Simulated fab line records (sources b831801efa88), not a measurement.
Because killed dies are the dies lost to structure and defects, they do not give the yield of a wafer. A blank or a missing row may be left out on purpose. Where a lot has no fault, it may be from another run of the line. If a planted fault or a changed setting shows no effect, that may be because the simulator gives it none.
One fault through the eyes of 2 desks	flow sky130	every desk sees just its own numbers, and what lay behind them comes last

## TOOL OWNER'S DESK, litho track-02
The tool's own readings at SKY_LDD_HVP_COAT_02 (resist thk 300 nm): means of the sampled wafers that have a number, for each lot that ran on this tool. Any lot whose mean is over 4 standard deviations away from the usual mean is out of limits and marked OUT; that distance is given in the brackets.
Columns: A = chill plate temp C at SKY_LDD_HVP_COAT_02, usual 22.98 C; B = dispense pressure kPa at SKY_LDD_HVP_COAT_02, usual 49.5 kPa; C = resist line temp C at SKY_LDD_HVP_COAT_02, usual 22.99 C
lot	first seen here	A	B	C
L318	day 22 22:37	23.04	50.1	23.04
L321	day 23 14:47	22.91	50.1	22.85
L334	day 28 12:23	22.96	50.1	23.04
Finding of this desk: none of the 3 lots has anything out of limits.

## THE METROLOGY DESK
Means of the sampled wafers that have a number, per lot and without regard to the tool the lot ran on: this is what the gauges read. Any lot whose mean is over 4 standard deviations away from the usual mean is out of limits and marked OUT; that distance is given in the brackets.
Columns: A = INCOMING_BOW at SKY_FIELD_ISO_BOW_MEAS_00, usual 1 um; B = FIELD_ISO_CVD_03_THK at SKY_FIELD_ISO_THK_MEAS_04, usual 165.6 nm; C = FIELD_ISO_OXIDATION_01_THK at SKY_FIELD_ISO_THK_MEAS_23, usual 10.00 nm; D = LDD_HVP_OVL at SKY_LDD_HVP_OVL_MEAS_07, usual 0.3 nm
lot	first seen here	A	B	C	D
L314	day 1 10:02	6	163.9	10.27	-0.9
L315	day 1 15:00	2	165.5	9.97	0.1
L316	day 1 20:00	-0	165.5	10.12	1.9
L317	day 2 01:02	1	164.7	9.91	-2.0
L318	day 2 06:01	-5	165.3	9.91	0.6
L319	day 2 11:03	3	164.9	10.04	-2.4
L321	day 2 21:02	1	166.2	10.02	2.1
L322	day 3 02:04	0	166.3	10.05	-1.4
L325	day 3 17:02	4	164.8	10.35	3.1
L328	day 4 08:00	1	165.0	10.16	-
L330	day 4 18:00	6	165.9	10.01	-
L333	day 5 09:00	0	165.9	9.98	0.7
L334	day 5 14:00	-0	167.4	10.24	0.8
L335	day 5 19:00	4	164.0	9.72	-1.2
Finding of this desk: none of the 14 lots has anything out of limits.

## TAKEN TOGETHER
The tool owner's desk saw nothing out of limits.
Metrology desk: nothing out of limits seen.

## WHAT THE SIMULATOR HAD INSERTED
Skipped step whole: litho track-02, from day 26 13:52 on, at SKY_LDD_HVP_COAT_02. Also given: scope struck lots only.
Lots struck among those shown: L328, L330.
